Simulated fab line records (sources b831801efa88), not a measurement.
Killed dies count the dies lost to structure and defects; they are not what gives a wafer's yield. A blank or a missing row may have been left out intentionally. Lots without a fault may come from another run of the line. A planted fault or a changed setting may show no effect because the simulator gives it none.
Matching of chambers | flow sfqLine | SFQ_TRILAYER_I1_CMP_CMP_046 on cmp-01 has 4 sister chambers
The step polishes SiO2. 7 wafers are shown with their chamber, then 6 later ones without.

## EACH WAFER AND ITS CHAMBER
wafer  | chamber | motorCurrentA (A) | timeToEndpointS (s)
L985.2 | 1       | 9.7               | 213
L986.3 | 0       | 10.9              | 217
L986.4 | 1       | 9.1               | 235
L997.3 | 2       | 10.2              | 218
L998.2 | 3       | 9.6               | 203
L998.4 | 2       | 10.4              | 205
L998.6 | 3       | 9.6               | 206

## WAFERS WITH NO CHAMBER GIVEN
wafer  | motorCurrentA (A) | timeToEndpointS (s)
L100.4 | 10.5              | 223
L100.3 | 9.6               | 222
L100.6 | 9.6               | 202
L103.2 | 10.3              | 217
L103.4 | 9.3               | 201
L103.5 | 9.7               | 223

## EACH ONE'S CHAMBER
wafer  | from the rows above          | in truth
L100.4 | can't be placed: 2 or 0      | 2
L100.3 | can't be placed: 1 or 3      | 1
L100.6 | can't be placed: 3 or 1      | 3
L103.2 | can't be placed: 2 or 0      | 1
L103.4 | can't be placed: 3 or 1      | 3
L103.5 | can't be placed: 1 or 3 or 2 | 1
0 of 6 placed correctly. These rows do not allow placing 6 (true chamber among the candidates in 5). Placed wrongly: 0.
How it was worked out, from the rows above alone: a wafer's distance from a chamber is the root of the sum, over the readings, of the square of ((its reading less the chamber's mean) divided by the reading's scatter). If the next closest chamber is less than 2 further off than the closest, the wafer can't be placed; otherwise it belongs to the closest. The mean given for a chamber averages the wafers shown for that chamber. The scatter: the root of (the sum of the squares of (reading less its chamber's mean) over the shown wafers, divided by (wafers less chambers)).
